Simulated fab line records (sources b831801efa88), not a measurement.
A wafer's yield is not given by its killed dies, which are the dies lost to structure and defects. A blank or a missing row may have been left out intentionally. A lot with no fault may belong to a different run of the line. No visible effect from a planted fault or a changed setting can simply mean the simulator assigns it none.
Which tool was responsible? / flow sky130 / 45 wafers from 15 lots sampled at 2 of the route's 708 steps

## WHAT EACH GAUGE READ, for each wafer
Not one reading of a measure or inspect step in the record can be checked against a usual standard deviation.

## TOOL THAT RAN EACH LOT (tool first, then ch and the chambers of the sampled wafers, then the start)
lot=L664; SKY_VIA3_CMP_24=cmp-02 ch 0,2,3, day 39 14:01; SKY_PAD_OPEN_PROBE_99=prober-01, day 45 16:17
lot=L665; SKY_VIA3_CMP_24=cmp-02 ch 0,2,3, day 40 00:03; SKY_PAD_OPEN_PROBE_99=prober-02, day 46 01:09
lot=L666; SKY_VIA3_CMP_24=cmp-01 ch 0,2, day 40 11:08; SKY_PAD_OPEN_PROBE_99=prober-01, day 46 09:53
lot=L667; SKY_VIA3_CMP_24=cmp-02 ch 0,1,3, day 40 13:30; SKY_PAD_OPEN_PROBE_99=prober-02, day 46 12:18
lot=L668; SKY_VIA3_CMP_24=cmp-01 ch 0,2,3, day 41 06:16; SKY_PAD_OPEN_PROBE_99=prober-01, day 47 02:19
lot=L669; SKY_VIA3_CMP_24=cmp-02 ch 1,2, day 41 08:41; SKY_PAD_OPEN_PROBE_99=prober-02, day 47 05:06
lot=L670; SKY_VIA3_CMP_24=cmp-02 ch 0,1,2, day 41 10:17; SKY_PAD_OPEN_PROBE_99=prober-01, day 47 05:13
lot=L671; SKY_VIA3_CMP_24=cmp-01 ch 0,2,3, day 41 18:51; SKY_PAD_OPEN_PROBE_99=prober-02, day 47 14:19
lot=L672; SKY_VIA3_CMP_24=cmp-02 ch 0,2, day 42 04:23; SKY_PAD_OPEN_PROBE_99=prober-01, day 47 21:26
lot=L673; SKY_VIA3_CMP_24=cmp-01 ch 1,3, day 42 12:21; SKY_PAD_OPEN_PROBE_99=prober-02, day 48 02:31
lot=L674; SKY_VIA3_CMP_24=cmp-01 ch 0,2,3, day 42 15:35; SKY_PAD_OPEN_PROBE_99=prober-01, day 48 05:31
lot=L675; SKY_VIA3_CMP_24=cmp-01 ch 0,1, day 43 01:40; SKY_PAD_OPEN_PROBE_99=prober-02, day 48 15:15
lot=L684; SKY_VIA3_CMP_24=cmp-01 ch 0,3, day 45 14:28; SKY_PAD_OPEN_PROBE_99=prober-02, day 50 15:37
lot=L685; SKY_VIA3_CMP_24=cmp-01 ch 0,1,2, day 45 16:54; SKY_PAD_OPEN_PROBE_99=prober-01, day 50 17:56
lot=L686; SKY_VIA3_CMP_24=cmp-01 ch 0,2,3, day 45 21:35; SKY_PAD_OPEN_PROBE_99=prober-02, day 50 21:19
- SKY_VIA3_CMP_24: polishes, stops on SiO2, t overpolish 20 s, target thk 0 nm.
- SKY_PAD_OPEN_PROBE_99

## AS READ BY THE TOOLS THEMSELVES (means over the sampled wafers that have a number; for cases with no such wafer, the mark the record gives instead)
SKY_VIA3_CMP_24. Usual: motor current A 10.8 A, standard deviation 0.78; overpolish run s 20.000 s, standard deviation 0.0095; slurry filter dp kPa 13.50 kPa, standard deviation 0.13; time to endpoint s 92 s, standard deviation 3.5.
lot=L664; tool=cmp-02; motor current A (A)=11.2; overpolish run s (s)=19.994; slurry filter dp kPa (kPa)=13.41; time to endpoint s (s)=93; flag=
lot=L665; tool=cmp-02; motor current A (A)=10.9; overpolish run s (s)=20.002; slurry filter dp kPa (kPa)=13.49; time to endpoint s (s)=96; flag=
lot=L666; tool=cmp-01; motor current A (A)=10.5; overpolish run s (s)=20.003; slurry filter dp kPa (kPa)=13.45; time to endpoint s (s)=96; flag=
lot=L667; tool=cmp-02; motor current A (A)=10.1; overpolish run s (s)=19.990; slurry filter dp kPa (kPa)=13.41; time to endpoint s (s)=98; flag=
lot=L668; tool=cmp-01; motor current A (A)=11.2; overpolish run s (s)=19.997; slurry filter dp kPa (kPa)=13.51; time to endpoint s (s)=91; flag=
lot=L669; tool=cmp-02; motor current A (A)=10.4; overpolish run s (s)=19.999; slurry filter dp kPa (kPa)=13.58; time to endpoint s (s)=89; flag=
lot=L670; tool=cmp-02; motor current A (A)=10.6; overpolish run s (s)=19.992; slurry filter dp kPa (kPa)=13.50; time to endpoint s (s)=92; flag=
lot=L671; tool=cmp-01; motor current A (A)=11.0; overpolish run s (s)=20.004; slurry filter dp kPa (kPa)=13.58; time to endpoint s (s)=96; flag=
lot=L672; tool=cmp-02; motor current A (A)=10.9; overpolish run s (s)=20.004; slurry filter dp kPa (kPa)=13.43; time to endpoint s (s)=94; flag=
lot=L673; tool=cmp-01; motor current A (A)=10.2; overpolish run s (s)=20.006; slurry filter dp kPa (kPa)=13.52; time to endpoint s (s)=90; flag=
lot=L674; tool=cmp-01; motor current A (A)=11.3; overpolish run s (s)=20.004; slurry filter dp kPa (kPa)=13.51; time to endpoint s (s)=88; flag=
lot=L675; tool=cmp-01; motor current A (A)=11.6; overpolish run s (s)=20.008; slurry filter dp kPa (kPa)=13.53; time to endpoint s (s)=84; flag=
lot=L684; tool=cmp-01; motor current A (A)=11.5; overpolish run s (s)=20.002; slurry filter dp kPa (kPa)=13.52; time to endpoint s (s)=93; flag=
lot=L685; tool=cmp-01; motor current A (A)=10.5; overpolish run s (s)=19.998; slurry filter dp kPa (kPa)=13.57; time to endpoint s (s)=93; flag=
lot=L686; tool=cmp-01; motor current A (A)=11.0; overpolish run s (s)=19.989; slurry filter dp kPa (kPa)=13.55; time to endpoint s (s)=95; flag=

SKY_PAD_OPEN_PROBE_99. Usual: defect limited yield 82.8 %, standard deviation 1.8; killed_at_M0_to_M3 42, standard deviation 6.4; killed_at_M4_up 3.0, standard deviation 2; killed at contacts 24, standard deviation 5.2; killed at front end 14, standard deviation 4.2; killed at other 0.4, standard deviation 0.72; killed dies 84, standard deviation 9; killed on rim 16, standard deviation 3.7; killed open 46, standard deviation 6.6; killed short 38, standard deviation 6; sort_bin_3_pad_short 0.9 %, standard deviation 0.4; sort_bin_5_function 10.1 %, standard deviation 1.4; sort_bin_6_memory 6.2 %, standard deviation 1.1; sort n pass 408, standard deviation 9; sort yield pct 82.8 %, standard deviation 1.8.
lot=L664; tool=prober-01; defect limited yield (%)=83.5; killed_at_M0_to_M3=39; killed_at_M4_up=2.3; killed at contacts=21; killed at front end=18; killed at other=0.3; killed dies=81; killed on rim=17; killed open=45; killed short=36; sort_bin_3_pad_short (%)=0.5; sort_bin_5_function (%)=9.5; sort_bin_6_memory (%)=6.6; sort n pass=411; sort yield pct (%)=83.5; flag=
lot=L665; tool=prober-02; defect limited yield (%)=84.1; killed_at_M0_to_M3=38; killed_at_M4_up=1.7; killed at contacts=24; killed at front end=14; killed at other=0.3; killed dies=78; killed on rim=15; killed open=46; killed short=31; sort_bin_3_pad_short (%)=0.7; sort_bin_5_function (%)=8.8; sort_bin_6_memory (%)=6.4; sort n pass=414; sort yield pct (%)=84.1; flag=
lot=L666; tool=prober-01; defect limited yield (%)=85.8; killed_at_M0_to_M3=34; killed_at_M4_up=2.7; killed at contacts=17; killed at front end=16; killed at other=0.0; killed dies=70; killed on rim=14; killed open=39; killed short=31; sort_bin_3_pad_short (%)=0.4; sort_bin_5_function (%)=8.6; sort_bin_6_memory (%)=5.2; sort n pass=422; sort yield pct (%)=85.8; flag=
lot=L667; tool=prober-02; defect limited yield (%)=82.1; killed_at_M0_to_M3=46; killed_at_M4_up=3.0; killed at contacts=24; killed at front end=15; killed at other=0.0; killed dies=88; killed on rim=15; killed open=46; killed short=42; sort_bin_3_pad_short (%)=0.8; sort_bin_5_function (%)=11.2; sort_bin_6_memory (%)=5.9; sort n pass=404; sort yield pct (%)=82.1; flag=
lot=L668; tool=prober-01; defect limited yield (%)=83.5; killed_at_M0_to_M3=38; killed_at_M4_up=2.0; killed at contacts=23; killed at front end=17; killed at other=1.3; killed dies=81; killed on rim=16; killed open=46; killed short=34; sort_bin_3_pad_short (%)=1.1; sort_bin_5_function (%)=9.3; sort_bin_6_memory (%)=6.0; sort n pass=411; sort yield pct (%)=83.5; flag=
lot=L669; tool=prober-02; defect limited yield (%)=83.4; killed_at_M0_to_M3=44; killed_at_M4_up=2.0; killed at contacts=24; killed at front end=11; killed at other=0.3; killed dies=82; killed on rim=19; killed open=44; killed short=38; sort_bin_3_pad_short (%)=0.9; sort_bin_5_function (%)=10.2; sort_bin_6_memory (%)=5.5; sort n pass=410; sort yield pct (%)=83.4; flag=
lot=L670; tool=prober-01; defect limited yield (%)=83.2; killed_at_M0_to_M3=43; killed_at_M4_up=4.0; killed at contacts=27; killed at front end=8; killed at other=0.3; killed dies=82; killed on rim=13; killed open=49; killed short=33; sort_bin_3_pad_short (%)=0.7; sort_bin_5_function (%)=10.0; sort_bin_6_memory (%)=6.0; sort n pass=410; sort yield pct (%)=83.2; flag=
lot=L671; tool=prober-02; defect limited yield (%)=84.0; killed_at_M0_to_M3=40; killed_at_M4_up=2.0; killed at contacts=22; killed at front end=15; killed at other=0.0; killed dies=79; killed on rim=18; killed open=41; killed short=37; sort_bin_3_pad_short (%)=0.7; sort_bin_5_function (%)=9.6; sort_bin_6_memory (%)=5.6; sort n pass=413; sort yield pct (%)=84.0; flag=
lot=L672; tool=prober-01; defect limited yield (%)=81.6; killed_at_M0_to_M3=45; killed_at_M4_up=4.7; killed at contacts=28; killed at front end=12; killed at other=0.3; killed dies=90; killed on rim=16; killed open=43; killed short=46; sort_bin_3_pad_short (%)=0.7; sort_bin_5_function (%)=10.5; sort_bin_6_memory (%)=7.1; sort n pass=402; sort yield pct (%)=81.6; flag=
lot=L673; tool=prober-02; defect limited yield (%)=83.6; killed_at_M0_to_M3=41; killed_at_M4_up=4.7; killed at contacts=23; killed at front end=12; killed at other=0.7; killed dies=81; killed on rim=16; killed open=42; killed short=38; sort_bin_3_pad_short (%)=0.7; sort_bin_5_function (%)=9.5; sort_bin_6_memory (%)=6.1; sort n pass=411; sort yield pct (%)=83.6; flag=
lot=L674; tool=prober-01; defect limited yield (%)=83.9; killed_at_M0_to_M3=42; killed_at_M4_up=3.0; killed at contacts=24; killed at front end=11; killed at other=0.0; killed dies=79; killed on rim=15; killed open=40; killed short=39; sort_bin_3_pad_short (%)=1.0; sort_bin_5_function (%)=9.9; sort_bin_6_memory (%)=5.2; sort n pass=413; sort yield pct (%)=83.9; flag=
lot=L675; tool=prober-02; defect limited yield (%)=80.7; killed_at_M0_to_M3=47; killed_at_M4_up=5.3; killed at contacts=29; killed at front end=14; killed at other=0.0; killed dies=95; killed on rim=19; killed open=51; killed short=44; sort_bin_3_pad_short (%)=1.0; sort_bin_5_function (%)=11.5; sort_bin_6_memory (%)=6.8; sort n pass=397; sort yield pct (%)=80.7; flag=
lot=L684; tool=prober-02; defect limited yield (%)=63.5; killed_at_M0_to_M3=144; killed_at_M4_up=3.7; killed at contacts=15; killed at front end=16; killed at other=0.3; killed dies=180; killed on rim=33; killed open=42; killed short=34; sort_bin_3_pad_short (%)=2.7; sort_bin_5_function (%)=24.3; sort_bin_6_memory (%)=9.6; sort n pass=312; sort yield pct (%)=63.5; flag=OFF
lot=L685; tool=prober-01; defect limited yield (%)=75.2; killed_at_M0_to_M3=83; killed_at_M4_up=1.0; killed at contacts=25; killed at front end=13; killed at other=0.0; killed dies=122; killed on rim=26; killed open=41; killed short=34; sort_bin_3_pad_short (%)=1.2; sort_bin_5_function (%)=14.9; sort_bin_6_memory (%)=8.7; sort n pass=370; sort yield pct (%)=75.2; flag=OFF
lot=L686; tool=prober-02; defect limited yield (%)=72.6; killed_at_M0_to_M3=90; killed_at_M4_up=3.0; killed at contacts=28; killed at front end=14; killed at other=0.0; killed dies=135; killed on rim=25; killed open=48; killed short=38; sort_bin_3_pad_short (%)=1.8; sort_bin_5_function (%)=15.5; sort_bin_6_memory (%)=10.1; sort n pass=357; sort yield pct (%)=72.6; flag=OFF

## THE ANSWER, worked out from the rows above alone
Rule: a lot is off if the mean of its wafers that have a number lies more than 3 standard deviations from the usual mean. A lot without any number at a reading at which 4 lots or more have one is off too. All remaining lots with rows at the step are treated as sound. The gauges are gone through in route order, then the tools' own readings, and for those a lot's mean is taken as printed above. The first step at which some lot is off is used, and at that step the reading that is off furthest; a lot without a number counts as furthest.
Off: L684, L685, L686 (SKY_PAD_OPEN_PROBE_99, killed_at_M0_to_M3).
If a tool, at that step or one of the process steps before it, ran each lot that is off and ran no sound lot following the first of them, it fits. One fits: cmp-01 at SKY_VIA3_CMP_24. Its last sound lot is L675 (day 43 01:40), its first lot that is off L684 (day 45 14:28): a fault that began between those two fits.

## WHAT THE SIMULATOR PUT IN
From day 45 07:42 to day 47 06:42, cmp-01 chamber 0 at SKY_VIA3_CMP_24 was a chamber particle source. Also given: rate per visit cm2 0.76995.
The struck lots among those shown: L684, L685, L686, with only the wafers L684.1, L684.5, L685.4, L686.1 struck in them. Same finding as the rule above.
